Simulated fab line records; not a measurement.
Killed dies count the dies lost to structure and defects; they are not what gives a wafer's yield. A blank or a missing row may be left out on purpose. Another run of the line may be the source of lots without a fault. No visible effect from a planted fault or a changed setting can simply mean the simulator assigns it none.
Which of the tools did it? :: flow sfq line :: 21 wafers from 7 lots sampled at 2 of the route's 325 steps

== WHAT EACH GAUGE READ, for each wafer ==
SFQ_I3_BOW_MEAS_922.
lot: L564
measured: day 45 05:36
on: film metro-02
I3_BOW (um): 14 12 13

lot: L570
measured: day 47 15:19
on: film metro-03
I3_BOW (um): -1 -15 4

lot: L573
measured: day 49 00:56
on: film metro-03
I3_BOW (um): 3 6 9

lot: L575
measured: day 50 03:27
on: film metro-04
I3_BOW (um): 9 8 15

lot: L578
measured: day 51 01:03
on: film metro-04
I3_BOW (um): 14 12 5 - - -

lot: L580
measured: day 51 11:10
on: film metro-04
I3_BOW (um): 4 -8 -5

lot: L586
measured: day 53 16:52
on: film metro-03
I3_BOW (um): 3 -3 10

== WHAT TOOL EACH LOT RAN ON (gives the tool, then ch and the chambers of the sampled wafers, and finally the start) ==
lot: L564
SFQ_TRILAYER_I3_CMP_CMP_082: cmp-01 ch 0,2, day 45 03:06

lot: L570
SFQ_TRILAYER_I3_CMP_CMP_082: cmp-02 ch 0,1,3, day 47 12:19

lot: L573
SFQ_TRILAYER_I3_CMP_CMP_082: cmp-02 ch 0,2, day 48 22:25

lot: L575
SFQ_TRILAYER_I3_CMP_CMP_082: cmp-01 ch 0,1, day 50 00:27

lot: L578
SFQ_TRILAYER_I3_CMP_CMP_082: cmp-02 ch 0,1, day 50 22:03

lot: L580
SFQ_TRILAYER_I3_CMP_CMP_082: cmp-01 ch 1,2,3, day 51 09:10

lot: L586
SFQ_TRILAYER_I3_CMP_CMP_082: cmp-01 ch 1,2, day 53 13:52
- SFQ_TRILAYER_I3_CMP_CMP_082: polishes SiO2.

== THE ANSWER, worked out from the rows above alone ==
Rule: what is usual is taken from the lots themselves. The widest of any qualifying gaps counts: lots, ordered by their means at a reading, are off when they make up no more than a third of the lots, leave a main group of 4 or more, and stand apart from it by 3 or more times the standard deviation of that group's means. A main group whose means are all the same, to the digits that the tables above print for the reading, isn't used. Also off: a lot with no number at a reading for which 4 or more lots have one. Any other lot the step has rows for is counted as sound.
Nothing can be told from this: no lot is off at any reading shown.

== WHAT THE SIMULATOR HAD INSERTED ==
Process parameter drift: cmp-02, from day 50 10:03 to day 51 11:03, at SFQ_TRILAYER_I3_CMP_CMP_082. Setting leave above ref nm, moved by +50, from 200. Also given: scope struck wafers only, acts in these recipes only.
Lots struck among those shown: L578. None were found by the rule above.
